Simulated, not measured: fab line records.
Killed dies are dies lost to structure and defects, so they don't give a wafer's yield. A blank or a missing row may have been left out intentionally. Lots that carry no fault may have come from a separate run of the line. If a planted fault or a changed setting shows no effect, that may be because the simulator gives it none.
fab line records -- flow gf180mcu
record lots=14, wafers=42, last_day=34
route steps=602 shown SALICIDE@284 V1@357 M2@364
lots that met no fault: from a run of the same line without faults
start_h: start of the lot's first displayed wafer, in hours after the record's first day -- wait_h: hours from the lot's prior step to this one -- " the same as in the row above -- L1.1+2: one row covering several wafers at once -- - value missing, or start not given -- * or withheld: withheld -- < > ~ a bound
route shown NAME@n: names a module that has steps shown in the file, with the first one's number in the route -- usual: average and standard deviation across the fault-free wafers -- same: alike in all rows -- chamber/n: place in a boat -- sites: each site's reading -- _std_site: how widely they spread, as a standard deviation -- _edge_site: inner sites' mean taken away from outer sites' mean -- radius_mm: for every site, how far away it sits from the centre of the wafer -- mask NAME#n: copy n -- behind: the last tool/chamber to shape the wafer -- hold: why the lot went on hold/how many hours it stayed there/how the hold came to an end -- device: the transistor (n, p or np) that didn't switch -- end of line: at the end of the route, the tests of the same wafers -- a step with no rows: only its recipe -- killed: the dies lost at the first sort to structure and to defects; this is not the yield of the wafer -- map: per-die view of a wafer (x killed, . not killed, _ where there is no die)
set.NAME: the setting that was run; set.NAME@STEP: the one run at that earlier step -- model.NAME: the simulator's own value behind a step, which no gauge read
steps of the route over a sample of lots; a table a step, a row a wafer
services: the hour from which a tool's chamber was out of use, counted from the record's first day as start_h (under 0 if before that day), plus the number of hours and why
## steps
# step GF_SALICIDE_RTA_06
# recipe temp_c=530, time_s=30, ambient=N2
# usual chamber_o2_ppm=2.002/0.022, lamp_power_pct=5.3/0.72, wafer_temp_C_max=532.8/0.63
lot.wafer,tool,chamber,start_h,wait_h,chamber_o2_ppm,lamp_power_pct,wafer_temp_C_max
L382.3,rtp_anneal-02,0,353.15,0.1,2.008,6.1,534.2
L382.4,rtp_anneal-02,0,353.15,0.1,2.057,6.1,532.9
L382.6,rtp_anneal-02,0,353.15,0.1,2.034,6.1,533.7
L383.1,rtp_anneal-01,0,354.04,0.1,1.989,4.6,533.2
L383.2,rtp_anneal-01,0,354.04,0.1,1.979,4.6,532.5
L383.5,rtp_anneal-01,0,354.04,0.1,1.993,4.6,532.7
L384.2,rtp_anneal-01,0,365.54,0.1,1.986,4.6,532.1
L384.5,rtp_anneal-01,0,365.54,0.1,1.972,4.6,532.7
L384.6,rtp_anneal-01,0,365.54,0.1,1.969,4.6,532.3
L385.2,rtp_anneal-01,0,372.67,0.1,2.011,4.6,532.4
L385.3,rtp_anneal-01,0,372.67,0.1,2.011,4.6,532.9
L385.5,rtp_anneal-01,0,372.67,0.1,2.002,4.6,531.8
L386.1,rtp_anneal-02,0,378.14,0.1,2.028,6.1,532.3
L386.4,rtp_anneal-02,0,378.14,0.1,2.009,6.1,533.9
L386.6,rtp_anneal-02,0,378.14,0.1,1.998,6.1,532.9
L387.3,rtp_anneal-02,0,379.99,0.1,2.039,6.1,533.7
L387.4,rtp_anneal-02,0,379.99,0.1,2.041,6.1,533.3
L387.5,rtp_anneal-02,0,379.99,0.1,2.032,6.1,534.0
L388.1,rtp_anneal-02,0,392.44,0.1,2.006,6.1,533.6
L388.5,rtp_anneal-02,0,392.44,0.1,1.995,6.1,533.7
L388.6,rtp_anneal-02,0,392.44,0.1,2.006,6.1,533.0
L389.2,rtp_anneal-02,0,398.72,0.1,1.990,6.1,532.6
L389.3,rtp_anneal-02,0,398.72,0.1,2.039,6.1,533.5
L389.4,rtp_anneal-02,0,398.72,0.1,1.999,6.1,533.6
L391.1,rtp_anneal-01,0,431.54,0.1,2.019,4.6,532.7
L391.2,rtp_anneal-01,0,431.54,0.1,2.009,4.6,533.6
L391.3,rtp_anneal-01,0,431.54,0.1,1.974,4.6,532.8
L393.1,rtp_anneal-01,0,439.39,0.1,1502.0,4.6,532.4
L393.4,rtp_anneal-01,0,439.39,0.1,1502.0,4.6,532.5
L393.6,rtp_anneal-01,0,439.39,0.1,1502.0,4.6,532.4
L394.1,rtp_anneal-01,0,449.22,0.1,1502.0,4.6,532.4
L394.3,rtp_anneal-01,0,449.22,0.1,1502.0,4.6,533.0
L394.6,rtp_anneal-01,0,449.22,0.1,1502.0,4.6,532.8
L401.2,rtp_anneal-02,0,509.75,0.1,1.958,6.1,533.1
L401.3,rtp_anneal-02,0,509.75,0.1,1.967,6.1,532.8
L401.5,rtp_anneal-02,0,509.75,0.1,1.964,6.1,533.4
L404.2,rtp_anneal-02,0,528.71,0.1,2.000,6.1,532.1
L404.3,rtp_anneal-02,0,528.71,0.1,1.987,6.1,532.5
L404.6,rtp_anneal-02,0,528.71,0.1,1.969,6.1,533.1
L405.1,rtp_anneal-01,0,535.62,0.1,2.029,4.6,531.9
L405.2,rtp_anneal-01,0,535.62,0.1,1.991,4.6,532.1
L405.5,rtp_anneal-01,0,535.62,0.1,2.010,4.6,532.1
# step GF_V1_SPUTTER_22
# recipe material=TiN, target_thk_nm=10, chamber_pressure_pa=5, power_w=4000, time_s=40
# usual chamber_pressure_pa=5.000/0.0096, throttle_valve_pct=30.8/0.65
lot.wafer,tool,chamber,start_h,wait_h,chamber_pressure_pa,throttle_valve_pct
L382.3,pvd_sputter-02,-,427.61,0.0,4.997,30.3
L382.4,pvd_sputter-02,-,427.61,0.0,5.002,30.9
L382.6,pvd_sputter-02,-,427.61,0.0,5.001,31.0
L383.1,pvd_sputter-04,-,428.61,0.0,5.020,31.5
L383.2,pvd_sputter-04,-,428.61,0.0,4.995,31.0
L383.5,pvd_sputter-04,-,428.61,0.0,4.998,31.2
L384.2,pvd_sputter-02,-,440.79,0.0,5.016,30.9
L384.5,pvd_sputter-02,-,440.79,0.0,4.996,30.2
L384.6,pvd_sputter-02,-,440.79,0.0,4.997,31.5
L385.2,pvd_sputter-02,-,448.18,0.0,4.999,31.4
L385.3,pvd_sputter-02,-,448.18,0.0,4.998,30.6
L385.5,pvd_sputter-02,-,448.18,0.0,5.005,29.4
L386.1,pvd_sputter-04,-,454.18,0.0,4.983,30.6
L386.4,pvd_sputter-04,-,454.18,0.0,5.021,30.8
L386.6,pvd_sputter-04,-,454.18,0.0,4.998,31.6
L387.3,pvd_sputter-04,-,456.03,0.0,4.990,31.3
L387.4,pvd_sputter-04,-,456.03,0.0,5.007,30.8
L387.5,pvd_sputter-04,-,456.03,0.0,5.008,30.8
L388.1,pvd_sputter-03,-,469.52,0.0,4.991,32.2
L388.5,pvd_sputter-03,-,469.52,0.0,4.995,32.1
L388.6,pvd_sputter-03,-,469.52,0.0,4.990,30.3
L389.2,pvd_sputter-03,-,477.07,0.0,5.000,30.4
L389.3,pvd_sputter-03,-,477.07,0.0,5.006,30.3
L389.4,pvd_sputter-03,-,477.07,0.0,4.991,30.5
L391.1,pvd_sputter-02,-,509.30,0.0,5.016,29.5
L391.2,pvd_sputter-02,-,509.30,0.0,4.984,31.1
L391.3,pvd_sputter-02,-,509.30,0.0,4.989,31.3
L393.1,pvd_sputter-04,-,516.89,0.0,5.011,30.8
L393.4,pvd_sputter-04,-,516.89,0.0,5.004,31.4
L393.6,pvd_sputter-04,-,516.89,0.0,5.001,30.8
L394.1,pvd_sputter-02,-,526.25,0.0,5.011,29.5
L394.3,pvd_sputter-02,-,526.25,0.0,5.002,30.2
L394.6,pvd_sputter-02,-,526.25,0.0,5.004,31.2
L401.2,pvd_sputter-03,-,583.35,0.0,5.005,30.2
L401.3,pvd_sputter-03,-,583.35,0.0,4.988,30.6
L401.5,pvd_sputter-03,-,583.35,0.0,4.998,31.9
L404.2,pvd_sputter-03,-,599.55,0.0,5.011,30.1
L404.3,pvd_sputter-03,-,599.55,0.0,4.996,32.2
L404.6,pvd_sputter-03,-,599.55,0.0,5.012,30.3
L405.1,pvd_sputter-03,-,605.46,0.0,5.012,30.3
L405.2,pvd_sputter-03,-,605.46,0.0,5.002,30.4
L405.5,pvd_sputter-03,-,605.46,0.0,5.001,30.3
# step GF_M2_SPUTTER_02
# recipe material=AlCu, target_thk_nm=450, power_w=10600, time_s=23.9, chamber_pressure_pa=0.4
# usual chamber_pressure_pa=0.4001/0.00075, throttle_valve_pct=30.5/0.76
lot.wafer,tool,chamber,start_h,wait_h,chamber_pressure_pa,throttle_valve_pct
L382.3,pvd_sputter-03,-,428.37,0.0,0.4000,30.3
L382.4,pvd_sputter-03,-,428.37,0.0,0.4010,31.9
L382.6,pvd_sputter-03,-,428.37,0.0,0.3993,30.3
L383.1,pvd_sputter-01,-,429.37,0.0,0.4005,29.8
L383.2,pvd_sputter-01,-,429.37,0.0,0.4020,29.5
L383.5,pvd_sputter-01,-,429.37,0.0,0.4009,29.6
L384.2,pvd_sputter-03,-,441.55,0.0,0.3998,30.2
L384.5,pvd_sputter-03,-,441.55,0.0,0.3998,30.5
L384.6,pvd_sputter-03,-,441.55,0.0,0.3998,30.5
L385.2,pvd_sputter-01,-,448.94,0.0,0.3996,29.3
L385.3,pvd_sputter-01,-,448.94,0.0,0.4002,29.4
L385.5,pvd_sputter-01,-,448.94,0.0,0.4009,29.5
L386.1,pvd_sputter-03,-,454.94,0.0,0.4013,30.5
L386.4,pvd_sputter-03,-,454.94,0.0,0.4013,31.8
L386.6,pvd_sputter-03,-,454.94,0.0,0.3994,30.3
L387.3,pvd_sputter-03,-,456.98,0.0,0.3992,30.6
L387.4,pvd_sputter-03,-,456.98,0.0,0.4005,30.5
L387.5,pvd_sputter-03,-,456.98,0.0,0.3990,30.5
L388.1,pvd_sputter-04,-,470.28,0.0,0.4005,31.4
L388.5,pvd_sputter-04,-,470.28,0.0,0.4008,30.8
L388.6,pvd_sputter-04,-,470.28,0.0,0.3994,31.2
L389.2,pvd_sputter-04,-,477.83,0.0,0.4005,31.4
L389.3,pvd_sputter-04,-,477.83,0.0,0.4006,31.3
L389.4,pvd_sputter-04,-,477.83,0.0,0.3997,30.7
L391.1,pvd_sputter-04,-,510.06,0.0,0.4009,30.9
L391.2,pvd_sputter-04,-,510.06,0.0,0.3999,31.3
L391.3,pvd_sputter-04,-,510.06,0.0,0.3987,31.0
L393.1,pvd_sputter-01,-,517.65,0.0,0.4002,29.3
L393.4,pvd_sputter-01,-,517.65,0.0,0.4008,29.2
L393.6,pvd_sputter-01,-,517.65,0.0,0.3996,29.3
L394.1,pvd_sputter-03,-,527.01,0.0,0.4004,32.2
L394.3,pvd_sputter-03,-,527.01,0.0,0.3987,30.6
L394.6,pvd_sputter-03,-,527.01,0.0,0.3987,30.6
L401.2,pvd_sputter-04,-,584.13,0.0,0.4001,31.5
L401.3,pvd_sputter-04,-,584.13,0.0,0.3999,30.7
L401.5,pvd_sputter-04,-,584.13,0.0,0.4004,30.8
L404.2,pvd_sputter-04,-,600.31,0.0,0.4001,30.7
L404.3,pvd_sputter-04,-,600.31,0.0,0.3994,31.1
L404.6,pvd_sputter-04,-,600.31,0.0,0.4001,30.6
L405.1,pvd_sputter-04,-,606.33,0.0,0.4006,30.8
L405.2,pvd_sputter-04,-,606.33,0.0,0.4003,31.0
L405.5,pvd_sputter-04,-,606.33,0.0,0.3997,30.9
# step GF_M2_RS_MEAS_05
# recipe thk_meas_gauge=four-point-probe, reads=TiN_of_M2_SPUTTER_04+Ti_of_M2_SPUTTER_03+AlCu_of_M2_SPUTTER_02+TiN_of_M2_SPUTTER_01+Ti_of_M2_SPUTTER_00
# usual M2_ALCU_RS=0.0696/0.00066
lot.wafer,tool,chamber,start_h,wait_h,M2_ALCU_RS[ohm/sq]
L382.3,film_metro-03,-,428.50,0.1,0.0699
L382.4,film_metro-03,-,428.50,0.1,0.0703
L382.6,film_metro-03,-,428.50,0.1,0.0697
L383.1,film_metro-04,-,429.46,0.0,0.0691
L383.2,film_metro-04,-,429.46,0.0,0.0703
L383.5,film_metro-04,-,429.46,0.0,0.0690
L384.2,film_metro-01,-,441.66,0.0,0.0692
L384.5,film_metro-01,-,441.66,0.0,0.0697
L384.6,film_metro-01,-,441.66,0.0,0.0683
L385.2,film_metro-01,-,449.05,0.0,0.0706
L385.3,film_metro-01,-,449.05,0.0,0.0695
L385.5,film_metro-01,-,449.05,0.0,0.0697
L386.1,film_metro-03,-,455.03,0.0,0.0688
L386.4,film_metro-03,-,455.03,0.0,0.0682
L386.6,film_metro-03,-,455.03,0.0,0.0683
L387.3,film_metro-04,-,457.11,0.1,0.0698
L387.4,film_metro-04,-,457.11,0.1,0.0703
L387.5,film_metro-04,-,457.11,0.1,0.0700
L388.1,film_metro-03,-,470.37,0.0,0.0695
L388.5,film_metro-03,-,470.37,0.0,0.0700
L388.6,film_metro-03,-,470.37,0.0,0.0697
L389.2,film_metro-01,-,477.94,0.0,0.0700
L389.3,film_metro-01,-,477.94,0.0,0.0701
L389.4,film_metro-01,-,477.94,0.0,0.0701
L391.1,film_metro-04,-,510.15,0.0,0.0692
L391.2,film_metro-04,-,510.15,0.0,0.0698
L391.3,film_metro-04,-,510.15,0.0,0.0688
L393.1,film_metro-03,-,517.74,0.0,0.0691
L393.4,film_metro-03,-,517.74,0.0,0.0690
L393.6,film_metro-03,-,517.74,0.0,0.0695
L394.1,film_metro-04,-,527.10,0.0,0.0692
L394.3,film_metro-04,-,527.10,0.0,0.0691
L394.6,film_metro-04,-,527.10,0.0,0.0693
L401.2,film_metro-04,-,584.24,0.0,0.0699
L401.3,film_metro-04,-,584.24,0.0,0.0694
L401.5,film_metro-04,-,584.24,0.0,0.0692
L404.2,film_metro-01,-,600.42,0.0,0.0697
L404.3,film_metro-01,-,600.42,0.0,0.0703
L404.6,film_metro-01,-,600.42,0.0,0.0693
L405.1,film_metro-03,-,606.42,0.0,0.0687
L405.2,film_metro-03,-,606.42,0.0,0.0696
L405.5,film_metro-03,-,606.42,0.0,0.0694
## services
tool,chamber,start_h,hours,kind
pvd_sputter-01,-,378.25,1.2,repair
pvd_sputter-03,-,443.05,3.8,repair
pvd_sputter-03,-,479.00,2.3,repair
pvd_sputter-01,-,490.14,5.4,repair
pvd_sputter-02,-,509.83,4.9,repair
pvd_sputter-02,-,516.48,3.0,repair
rtp_anneal-02,-,517.60,4.8,pm
pvd_sputter-03,-,524.22,0.6,repair
pvd_sputter-02,-,586.00,38.3,repair
## key
first_sign step=GF_SALICIDE_RTA_06, reading=chamber_o2_ppm, direction=up, sigmas=99+, usual=2.002, struck=1502.0
effect none on later readings
met_at GF_SALICIDE_RTA_06
struck_lots L393,L394
tester_left_out L393,L394
not_acting_at GF_V1_SPUTTER_22,GF_M2_SPUTTER_02,GF_M2_RS_MEAS_05
onset_between 431.54 439.39
fault kind=process_parameter_drift, tool=rtp_anneal-01, chamber=-, onset_h=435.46, steps=GF_SALICIDE_RTA_06, channel=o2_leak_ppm, offset=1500, shape=step, end_h=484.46
# tester_left_out: of these lots the tester's yield and bins aren't shown, on N5 and GAA mostly nor the transistor test; their killed dies are dies lost to structure and defects alone, not to doping, threshold or leakage, so they don't give the yield
